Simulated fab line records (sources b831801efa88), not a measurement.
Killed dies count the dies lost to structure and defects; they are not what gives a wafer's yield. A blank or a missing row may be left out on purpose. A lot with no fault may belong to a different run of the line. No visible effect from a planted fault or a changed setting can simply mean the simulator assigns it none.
Commonality check across tools | flow sky130 | Lots sampled 11, wafers sampled 33

WHAT PROMPTED THE OPENING
At SKY_FIELD_ISO_THK_MEAS_23 the reading FIELD_ISO_OXIDATION_01_THK is flagged on 3 of 11 lots. No-fault wafers: 10.02 nm, standard deviation 0.2.
Rule: a lot is flagged when every wafer of it that has a number lies more than 4 standard deviations from that mean, or none has a number. As for the other lots, they are considered sound.

lot  | measured    | on            | FIELD_ISO_OXIDATION_01_THK (nm), wafer by wafer | flag
L711 | day 2 11:18 | film metro-03 | 9.79 9.89 10.05                                 |
L713 | day 2 16:24 | film metro-01 | 10.29 10.34 10.25                               |
L718 | day 3 20:51 | film metro-01 | 10.10 10.13 10.31                               |
L719 | day 4 02:03 | film metro-04 | 10.22 10.22 10.30                               |
L721 | day 4 11:19 | film metro-03 | 10.52 10.46 10.28                               |
L722 | day 4 16:41 | film metro-04 | 9.68 9.76 9.88                                  |
L723 | day 4 23:55 | film metro-01 | 9.77 9.96 10.02                                 |
L724 | day 5 03:48 | film metro-03 | 9.89 9.83 10.12                                 |
L730 | day 6 11:16 | film metro-01 | 4.27 4.31 4.31                                  | FLAGGED
L731 | day 6 13:50 | film metro-04 | 4.21 4.26 4.35                                  | FLAGGED
L734 | day 7 07:02 | film metro-03 | 4.60 4.55 4.27                                  | FLAGGED
Average over the flagged lots: 4.35 nm; offset from the usual -5.67 nm, equal to -28 standard deviations.

LOT BY LOT: THE TOOL USED
The record keeps 1 process step preceding the reading, out of 708 steps on the route. Every cell lists first the tool, next ch and the chambers used by the sampled wafers, and last the start.
lot  | flag    | SKY_FIELD_ISO_OXIDATION_22
L711 |         | furnace-01 ch 0, day 2 10:08
L713 |         | furnace-01 ch 0, day 2 15:14
L718 |         | furnace-02 ch 0, day 3 19:40
L719 |         | furnace-01 ch 0, day 4 00:53
L721 |         | furnace-01 ch 0, day 4 10:08
L722 |         | furnace-02 ch 0, day 4 15:31
L723 |         | furnace-01 ch 0, day 4 22:44
L724 |         | furnace-02 ch 0, day 5 02:37
L730 | FLAGGED | furnace-01 ch 0, day 6 10:05
L731 | FLAGGED | furnace-01 ch 0, day 6 12:40
L734 | FLAGGED | furnace-01 ch 0, day 7 05:50
These steps, and what they do:
- SKY_FIELD_ISO_OXIDATION_22: stabilise 600 s, purge 300 s, target thk 10 nm.
- SKY_FIELD_ISO_THK_MEAS_23

FLAGGED AGAINST TOTAL, ONE TOOL AT A TIME (gauges that did the reading follow at the end)
step                       | tool          | lots run | flagged | share of the flagged lots | sound lots run after its first flagged lot
SKY_FIELD_ISO_OXIDATION_22 | furnace-01    | 8        | 3       | all                       | 0
SKY_FIELD_ISO_OXIDATION_22 | furnace-02    | 3        | 0       | none                      | -
SKY_FIELD_ISO_THK_MEAS_23  | film metro-01 | 4        | 1       | some                      | 0
SKY_FIELD_ISO_THK_MEAS_23  | film metro-03 | 4        | 1       | some                      | 0
SKY_FIELD_ISO_THK_MEAS_23  | film metro-04 | 3        | 1       | some                      | 0

THE TABLE: WHAT IT ALLOWS
1 row of the table ran every flagged lot: furnace-01 at SKY_FIELD_ISO_OXIDATION_22.
- furnace-01 at SKY_FIELD_ISO_OXIDATION_22 ran 8 lots, 3 of them flagged. It ran its last sound lot, L723, at day 4 22:44 and its first flagged lot, L730, at day 6 10:05: a fault with its onset between the two fits.
Just one tool remains: furnace-01 at SKY_FIELD_ISO_OXIDATION_22.

WHAT THE SIMULATOR PUT IN
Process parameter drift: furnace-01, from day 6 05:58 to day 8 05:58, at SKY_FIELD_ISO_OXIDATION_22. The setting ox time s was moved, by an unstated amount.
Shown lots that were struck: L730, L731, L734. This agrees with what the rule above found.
